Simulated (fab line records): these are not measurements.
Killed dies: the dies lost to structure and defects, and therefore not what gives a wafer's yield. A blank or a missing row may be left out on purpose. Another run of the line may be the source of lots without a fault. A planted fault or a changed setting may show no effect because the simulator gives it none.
fab line records -- flow sky130 -- part 2 of 2: steps 34 to 46 of 46
[record] lots = 5, wafers = 15, lastDay = 47
route steps=708 shown VT_ADJUST_HVTP@96 VT_ADJUST_LVTN@97 VT_ADJUST_NCORE@119 VT_ADJUST_HVTR@131
lots untouched by any fault: they come from a run of this same line in which no faults occurred
startH: hours from the record's first day to the start of the lot's first wafer shown -- waitH: time in hours since the lot's previous step -- " as in the row above -- L1.1+2: a single row standing in for several wafers -- - value missing, or start not given -- * or withheld: withheld -- < > ~ a bound
route shown NAME@n: a module of which the file shows steps, and the number in the route of the first -- usual: mean/standard deviation of fault-free wafers -- same: alike in all rows -- chamber/n: place in a boat -- sites: readings site by site -- _std_site: standard deviation across them -- _edge_site: inner sites' mean taken away from outer sites' mean -- radiusMm: how far each site lies from the wafer's centre -- mask NAME#n: copy n -- behind: the last tool/chamber to shape the wafer -- hold: why the lot went on hold/how many hours it stayed there/how the hold came to an end -- device: the n, p or np transistor that did not switch -- end of line: at the end of the route, the tests of the same wafers -- a step given without rows: its recipe and nothing more -- killed: dies that structure and defects cost at the first sort, which is not the same as the wafer's yield -- map: shows each die of a wafer: x if killed, . if not, _ if none is there
set.NAME: the run value of the setting; set.NAME@STEP: its run value at that earlier step -- model.NAME: the simulator's own value behind a step, which no gauge read
lots at selected steps of the route; one table per step, one row per wafer
services: when a tool's chamber went out of use (startH, in hours from the record's first day, below 0 if earlier), for how many hours, and the reason
[[steps]]
[step SKY_VT_ADJUST_NCORE_STRIP_10]
[recipe] chemistry = O2/N2, powerW = 1400, pressureMtorr = 1500, platenTempC = withheld, o2FlowSccm = 3000, n2FlowSccm = 300, overashFraction = 0.5
[usual] drypumpMotorCurrentA = 5.80/0.19, oesProductAu = 0.716/0.0043, stripTimeToEndpointS = 14.15/0.045
lot.wafer,tool,chamber,startH,waitH,drypumpMotorCurrentA,oesProductAu,rfHoursCounterH,stripTimeToEndpointS
L074.2,plasmaAsher-04,0,197.82,0.1,5.84,0.710,52,14.12
L074.4,plasmaAsher-04,0,197.82,0.1,5.84,0.718,-,14.12
L074.6,plasmaAsher-04,1,197.82,0.1,6.17,0.715,-,14.17
L077.2,plasmaAsher-02,0,219.98,0.1,5.56,0.717,6,14.17
L077.3,plasmaAsher-02,1,219.98,0.1,5.81,0.716,-,14.16
L077.5,plasmaAsher-02,0,219.98,0.1,5.58,0.711,-,14.10
L078.1,plasmaAsher-02,0,222.62,0.1,5.54,0.709,6,14.17
L078.5,plasmaAsher-02,0,222.62,0.1,5.55,0.712,-,14.21
L078.6,plasmaAsher-02,1,222.62,0.1,5.85,0.706,-,14.17
L079.1,plasmaAsher-02,0,230.62,0.1,5.57,0.718,7,14.08
L079.4,plasmaAsher-02,1,230.62,0.1,5.87,0.720,-,14.07
L079.6,plasmaAsher-02,0,230.62,0.1,5.54,0.716,-,14.10
L081.2,plasmaAsher-03,1,237.94,0.1,5.73,0.714,59,14.14
L081.5,plasmaAsher-03,1,237.94,0.1,5.76,0.714,-,14.11
L081.6,plasmaAsher-03,0,237.94,0.1,5.61,0.715,-,14.10
[step SKY_VT_ADJUST_NCORE_TW_MEAS_11]
[usual] VT_ADJUST_NCORE_TW = 220.1/1.6
lot.wafer,tool,chamber,startH,waitH,VT_ADJUST_NCORE_TW
L074.2,filmMetro-04,-,197.93,0.1,218.3
L074.4,filmMetro-04,-,197.93,0.1,219.1
L074.6,filmMetro-04,-,197.93,0.1,218.2
L077.2,filmMetro-03,-,220.09,0.1,221.9
L077.3,filmMetro-03,-,220.09,0.1,220.2
L077.5,filmMetro-03,-,220.09,0.1,220.4
L078.1,filmMetro-02,-,222.72,0.1,220.6
L078.5,filmMetro-02,-,222.72,0.1,220.6
L078.6,filmMetro-02,-,222.72,0.1,220.8
L079.1,filmMetro-03,-,230.72,0.1,222.4
L079.4,filmMetro-03,-,230.72,0.1,220.6
L079.6,filmMetro-03,-,230.72,0.1,220.4
L081.2,filmMetro-03,-,238.05,0.1,221.1
L081.5,filmMetro-03,-,238.05,0.1,222.4
L081.6,filmMetro-03,-,238.05,0.1,222.6
[step SKY_VT_ADJUST_HVTR_DEHYDRATE_00]
[recipe] tempC = 200, timeS = 60
lot.wafer,tool,chamber,startH,waitH
L074.2+4+6,lithoTrack-03,0,208.45,10.5
L077.2+3+5,lithoTrack-03,0,230.40,10.3
L078.1+5+6,lithoTrack-01,0,233.58,10.8
L079.1+4+6,lithoTrack-03,0,241.33,10.6
L081.2+5+6,lithoTrack-03,0,248.35,10.3
[step SKY_VT_ADJUST_HVTR_HMDS_01]
[recipe] primeTimeS = 60, primeTempC = 120
lot.wafer,tool,chamber,startH,waitH
L074.2+4+6,lithoTrack-03,0,208.60,0.1
L077.2+3+5,lithoTrack-03,0,230.55,0.1
L078.1+5+6,lithoTrack-01,0,233.73,0.1
L079.1+4+6,lithoTrack-03,0,241.48,0.1
L081.2+5+6,lithoTrack-03,0,248.50,0.1
[step SKY_VT_ADJUST_HVTR_COAT_02]
[recipe] resist = NOVOLAK, spinRpm = 3000, resistThkNm = 1156
lot.wafer,tool,chamber,startH,waitH
L074.2+4+6,lithoTrack-03,0,208.75,0.1
L077.2+3+5,lithoTrack-03,0,230.70,0.1
L078.1+5+6,lithoTrack-01,0,233.88,0.1
L079.1+4+6,lithoTrack-03,0,241.63,0.1
L081.2+5+6,lithoTrack-03,0,248.65,0.1
[step SKY_VT_ADJUST_HVTR_SOFTBAKE_03]
[recipe] tempC = 90, timeS = 60, resist = NOVOLAK
lot.wafer,tool,chamber,startH,waitH
L074.2+4+6,lithoTrack-03,0,208.90,0.1
L077.2+3+5,lithoTrack-03,0,230.85,0.1
L078.1+5+6,lithoTrack-01,0,234.03,0.1
L079.1+4+6,lithoTrack-03,0,241.78,0.1
L081.2+5+6,lithoTrack-03,0,248.80,0.1
[step SKY_VT_ADJUST_HVTR_EXPOSE_04]
[recipe] maskId = HVTRM, targetCdNm = 380, na = 0.6, sourceShape = conventional, sigmaOuter = 0.6, doseMj = 150
[same] sigmaOuter = 0.6
lot.wafer,tool,chamber,startH,waitH,mask
L074.2+4+6,ilineStepper-02,0,-,-,HVTRM#0
L077.2+3+5,ilineStepper-02,0,-,-,HVTRM#0
L078.1+5+6,ilineStepper-01,0,-,-,HVTRM#0
L079.1+4+6,ilineStepper-01,0,-,-,HVTRM#0
L081.2+5+6,ilineStepper-01,0,-,-,HVTRM#0
[step SKY_VT_ADJUST_HVTR_PEB_05]
[recipe] tempC = withheld, timeS = *, resist = NOVOLAK
lot.wafer,tool,chamber,startH,waitH
L074.2+4+6,lithoTrack-04,0,-,-
L077.2+3+5,lithoTrack-03,0,-,-
L078.1+5+6,lithoTrack-04,0,-,-
L079.1+4+6,lithoTrack-04,0,-,-
L081.2+5+6,lithoTrack-04,0,-,-
[step SKY_VT_ADJUST_HVTR_DEVELOP_06]
[recipe] developTimeS = 60, devTempC = 23
lot.wafer,tool,chamber,startH,waitH
L074.2+4+6,lithoTrack-04,0,219.69,0.1
L077.2+3+5,lithoTrack-03,0,242.10,0.1
L078.1+5+6,lithoTrack-04,0,245.17,0.1
L079.1+4+6,lithoTrack-04,0,252.92,0.1
L081.2+5+6,lithoTrack-04,0,260.59,0.1
[step SKY_VT_ADJUST_HVTR_CD_MEAS_07]
[recipe] targetCdNm = 380
[usual] cdNm = 380.5/2.4
lot.wafer,tool,chamber,startH,waitH,cdNm
L074.2,cdSem-01,-,219.84,0.1,385.4
L074.4,cdSem-01,-,219.84,0.1,379.2
L074.6,cdSem-01,-,219.84,0.1,380.7
L077.2,cdSem-02,-,242.25,0.1,379.9
L077.3,cdSem-02,-,242.25,0.1,383.1
L077.5,cdSem-02,-,242.25,0.1,378.6
L078.1,cdSem-01,-,245.32,0.1,378.8
L078.5,cdSem-01,-,245.32,0.1,375.6
L078.6,cdSem-01,-,245.32,0.1,380.8
L079.1,cdSem-02,-,253.07,0.1,379.0
L079.4,cdSem-02,-,253.07,0.1,377.4
L079.6,cdSem-02,-,253.07,0.1,377.7
L081.2,cdSem-02,-,260.74,0.1,379.7
L081.5,cdSem-02,-,260.74,0.1,378.0
L081.6,cdSem-02,-,260.74,0.1,378.5
[step SKY_VT_ADJUST_HVTR_OVL_MEAS_08]
[usual] VT_ADJUST_HVTR_OVL = -0.6/1.5
lot.wafer,tool,chamber,startH,waitH,VT_ADJUST_HVTR_OVL[nm]
L074.2,overlay-02,-,219.94,0.1,0.1
L074.4,overlay-02,-,219.94,0.1,-1.3
L074.6,overlay-02,-,219.94,0.1,0.6
L077.2,overlay-02,-,242.35,0.1,-1.8
L077.3,overlay-02,-,242.35,0.1,-2.1
L077.5,overlay-02,-,242.35,0.1,-1.5
L078.1,overlay-01,-,245.44,0.1,-0.6
L078.5,overlay-01,-,245.44,0.1,-0.6
L078.6,overlay-01,-,245.44,0.1,-0.5
L079.1,overlay-02,-,253.19,0.1,-0.5
L079.4,overlay-02,-,253.19,0.1,-2.8
L079.6,overlay-02,-,253.19,0.1,-0.5
L081.2,overlay-01,-,260.84,0.1,-0.4
L081.5,overlay-01,-,260.84,0.1,0.7
L081.6,overlay-01,-,260.84,0.1,0.3
[step SKY_VT_ADJUST_HVTR_IMPLANT_09]
[recipe] species = B, energyKev = 10, doseCm2 = 2.1e+12, tiltDeg = withheld
[usual] endStationPressureTorr = 5.02e-06/2.6e-07
lot.wafer,tool,chamber,startH,waitH,endStationPressureTorr
L074.2,implanter-03,0,220.00,0.0,4.96e-06
L074.4,implanter-03,0,220.00,0.0,5.07e-06
L074.6,implanter-03,0,220.00,0.0,4.63e-06
L077.2,implanter-03,0,242.41,0.0,4.78e-06
L077.3,implanter-03,0,242.41,0.0,4.88e-06
L077.5,implanter-03,0,242.41,0.0,4.9e-06
L078.1,implanter-02,0,245.47,0.0,5.44e-06
L078.5,implanter-02,0,245.47,0.0,5.08e-06
L078.6,implanter-02,0,245.47,0.0,5.23e-06
L079.1,implanter-02,0,253.22,0.0,5.44e-06
L079.4,implanter-02,0,253.22,0.0,5e-06
L079.6,implanter-02,0,253.22,0.0,4.91e-06
L081.2,implanter-03,0,260.90,0.0,4.66e-06
L081.5,implanter-03,0,260.90,0.0,4.95e-06
L081.6,implanter-03,0,260.90,0.0,5.34e-06
[step SKY_VT_ADJUST_HVTR_STRIP_10]
[recipe] chemistry = O2/N2, powerW = 1400, pressureMtorr = 1500, platenTempC = withheld, o2FlowSccm = 3000, n2FlowSccm = 300, overashFraction = 0.5
[usual] drypumpMotorCurrentA = 5.57/0.26, oesProductAu = 0.716/0.0046, stripTimeToEndpointS = 14.34/0.047
lot.wafer,tool,chamber,startH,waitH,drypumpMotorCurrentA,oesProductAu,rfHoursCounterH,stripTimeToEndpointS
L074.2,plasmaAsher-03,0,220.12,0.1,5.64,0.718,57,14.42
L074.4,plasmaAsher-03,1,220.12,0.1,5.75,0.709,-,14.45
L074.6,plasmaAsher-03,0,220.12,0.1,5.63,0.719,-,14.45
L077.2,plasmaAsher-01,0,242.53,0.1,5.72,0.721,45,14.35
L077.3,plasmaAsher-01,1,242.53,0.1,5.11,0.715,-,14.37
L077.5,plasmaAsher-01,1,242.53,0.1,5.12,0.728,-,14.36
L078.1,plasmaAsher-01,1,245.62,0.1,5.09,0.717,46,14.32
L078.5,plasmaAsher-01,1,245.62,0.1,5.10,0.713,-,14.29
L078.6,plasmaAsher-01,0,245.62,0.1,5.73,0.715,-,14.30
L079.1,plasmaAsher-01,0,253.37,0.1,5.71,0.713,46,14.39
L079.4,plasmaAsher-01,1,253.37,0.1,5.11,0.717,-,14.40
L079.6,plasmaAsher-01,1,253.37,0.1,5.12,0.726,-,14.37
L081.2,plasmaAsher-03,1,261.02,0.1,5.74,0.711,61,14.39
L081.5,plasmaAsher-03,0,261.02,0.1,5.61,0.709,-,14.42
L081.6,plasmaAsher-03,1,261.02,0.1,5.73,0.721,-,14.39
[[services]]
tool,chamber,startH,hours,kind
implanter-02,-,128.29,0.8,repair
ilineStepper-01,0,128.46,-,calibration
implanter-03,-,130.44,5.9,pm
plasmaAsher-02,-,133.83,28.1,pm
ilineStepper-02,-,141.81,0.5,repair
ilineStepper-01,-,167.76,28.9,pm
plasmaAsher-02,-,184.72,14.6,pm
implanter-01,-,196.60,7.2,repair
ilineStepper-01,-,197.48,12.7,repair
ilineStepper-01,-,210.41,4.4,pm
plasmaAsher-04,-,212.44,14.6,pm
implanter-02,-,216.12,10.5,repair
implanter-04,-,216.35,3.5,pm
implanter-04,-,220.82,0.6,repair
implanter-04,-,224.83,0.7,repair
implanter-01,-,232.34,27.8,pm
ilineStepper-01,-,250.74,1.7,pm
implanter-04,-,253.82,2.1,repair
